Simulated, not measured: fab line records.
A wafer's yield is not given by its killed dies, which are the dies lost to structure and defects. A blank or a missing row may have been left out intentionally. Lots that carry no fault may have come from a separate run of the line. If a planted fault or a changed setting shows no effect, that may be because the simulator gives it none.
Shared-tool check || flow gf180mcu || 45 wafers sampled across 13 lots

## WHY THIS WAS OPENED
At GF_HV_LDD_TW_MEAS_38 the reading HV_LDD_3_TW is flagged on 2 of 13 lots. No-fault wafers: 1448, standard deviation 9.2.
Rule: a lot is flagged when every wafer of it that has a number lies more than 4 standard deviations from that mean, or none has a number. The other lots count as sound.

{"lot": "L114", "measured": "day 12 00:06", "on": "filmMetro-01", "HV_LDD_3_TW, wafer by wafer": "1436 1431 1436", "flag": ""}
{"lot": "L115", "measured": "day 12 04:29", "on": "filmMetro-02", "HV_LDD_3_TW, wafer by wafer": "1460 1462 1450", "flag": ""}
{"lot": "L116", "measured": "day 12 10:16", "on": "filmMetro-01", "HV_LDD_3_TW, wafer by wafer": "1429 1432 1441", "flag": ""}
{"lot": "L119", "measured": "day 13 14:18", "on": "filmMetro-02", "HV_LDD_3_TW, wafer by wafer": "1448 1449 1441", "flag": ""}
{"lot": "L121", "measured": "day 14 05:58", "on": "filmMetro-01", "HV_LDD_3_TW, wafer by wafer": "1439 1435 1446", "flag": ""}
{"lot": "L122", "measured": "day 14 12:44", "on": "filmMetro-03", "HV_LDD_3_TW, wafer by wafer": "1455 1458 1453", "flag": ""}
{"lot": "L123", "measured": "day 14 20:44", "on": "filmMetro-01", "HV_LDD_3_TW, wafer by wafer": "1435 1436 1436", "flag": ""}
{"lot": "L124", "measured": "day 15 02:12", "on": "filmMetro-02", "HV_LDD_3_TW, wafer by wafer": "1357 1358 1352 1352 1355 1352", "flag": "FLAGGED"}
{"lot": "L125", "measured": "day 15 11:52", "on": "filmMetro-03", "HV_LDD_3_TW, wafer by wafer": "1352 1351 1342 1356 1354 1344", "flag": "FLAGGED"}
{"lot": "L131", "measured": "day 17 08:52", "on": "filmMetro-01", "HV_LDD_3_TW, wafer by wafer": "1451 1447 1449", "flag": ""}
{"lot": "L134", "measured": "day 18 12:43", "on": "filmMetro-03", "HV_LDD_3_TW, wafer by wafer": "1456 1465 1447", "flag": ""}
{"lot": "L135", "measured": "day 18 18:17", "on": "filmMetro-01", "HV_LDD_3_TW, wafer by wafer": "1441 1440 1430", "flag": ""}
{"lot": "L136", "measured": "day 19 05:28", "on": "filmMetro-02", "HV_LDD_3_TW, wafer by wafer": "1446 1446 1453", "flag": ""}
Average over the flagged lots: 1352; offset from the usual -96, equal to -10 standard deviations.

## WHICH TOOL EACH LOT WENT THROUGH
The record keeps 1 process step preceding the reading, out of 602 steps on the route. Cell contents, in order: the tool; ch with the chambers the sampled wafers went through; the start.
{"lot": "L114", "flag": "", "GF_HV_LDD_IMPLANT_34": "implanter-04 ch 0, day 11 23:33"}
{"lot": "L115", "flag": "", "GF_HV_LDD_IMPLANT_34": "implanter-02 ch 0, day 12 03:56"}
{"lot": "L116", "flag": "", "GF_HV_LDD_IMPLANT_34": "implanter-02 ch 0, day 12 09:45"}
{"lot": "L119", "flag": "", "GF_HV_LDD_IMPLANT_34": "implanter-02 ch 0, day 13 13:47"}
{"lot": "L121", "flag": "", "GF_HV_LDD_IMPLANT_34": "implanter-04 ch 0, day 14 05:27"}
{"lot": "L122", "flag": "", "GF_HV_LDD_IMPLANT_34": "implanter-04 ch 0, day 14 12:11"}
{"lot": "L123", "flag": "", "GF_HV_LDD_IMPLANT_34": "implanter-02 ch 0, day 14 20:11"}
{"lot": "L124", "flag": "FLAGGED", "GF_HV_LDD_IMPLANT_34": "implanter-04 ch 0, day 15 01:38"}
{"lot": "L125", "flag": "FLAGGED", "GF_HV_LDD_IMPLANT_34": "implanter-04 ch 0, day 15 11:21"}
{"lot": "L131", "flag": "", "GF_HV_LDD_IMPLANT_34": "implanter-03 ch 0, day 17 08:19"}
{"lot": "L134", "flag": "", "GF_HV_LDD_IMPLANT_34": "implanter-03 ch 0, day 18 12:10"}
{"lot": "L135", "flag": "", "GF_HV_LDD_IMPLANT_34": "implanter-03 ch 0, day 18 17:44"}
{"lot": "L136", "flag": "", "GF_HV_LDD_IMPLANT_34": "implanter-02 ch 0, day 19 04:54"}
What these steps do:
- GF_HV_LDD_IMPLANT_34
- GF_HV_LDD_TW_MEAS_38

## FLAGGED AGAINST TOTAL, ONE TOOL AT A TIME (gauges that did the reading follow at the end)
{"step": "GF_HV_LDD_IMPLANT_34", "tool": "implanter-02", "lots run": 5, "flagged": 0, "share of the flagged lots": "none", "sound lots run after its first flagged lot": "-"}
{"step": "GF_HV_LDD_IMPLANT_34", "tool": "implanter-03", "lots run": 3, "flagged": 0, "share of the flagged lots": "none", "sound lots run after its first flagged lot": "-"}
{"step": "GF_HV_LDD_IMPLANT_34", "tool": "implanter-04", "lots run": 5, "flagged": 2, "share of the flagged lots": "all", "sound lots run after its first flagged lot": 0}
{"step": "GF_HV_LDD_TW_MEAS_38", "tool": "filmMetro-01", "lots run": 6, "flagged": 0, "share of the flagged lots": "none", "sound lots run after its first flagged lot": "-"}
{"step": "GF_HV_LDD_TW_MEAS_38", "tool": "filmMetro-02", "lots run": 4, "flagged": 1, "share of the flagged lots": "some", "sound lots run after its first flagged lot": "1 (L136)"}
{"step": "GF_HV_LDD_TW_MEAS_38", "tool": "filmMetro-03", "lots run": 3, "flagged": 1, "share of the flagged lots": "some", "sound lots run after its first flagged lot": "1 (L134)"}

## WHAT IS ALLOWED BY THE TABLE
All flagged lots share 1 row of the table, namely implanter-04 at GF_HV_LDD_IMPLANT_34.
- implanter-04 at GF_HV_LDD_IMPLANT_34 ran 5 lots, 2 of them flagged. Its last sound lot is L122 (day 14 12:11), its first flagged lot L124 (day 15 01:38): a fault that began between those two fits. Its own readings (doseIonsCm2, faradayCurrentUA) fall more than 4 standard deviations out on all wafers of the flagged lots.
One tool is left: implanter-04 at GF_HV_LDD_IMPLANT_34.

## WHAT WAS PUT IN BY THE SIMULATOR
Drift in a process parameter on implanter-04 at GF_HV_LDD_IMPLANT_34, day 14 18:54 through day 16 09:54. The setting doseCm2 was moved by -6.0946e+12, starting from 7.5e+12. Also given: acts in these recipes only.
Shown lots that were struck: L124, L125. The same result came from the rule above.
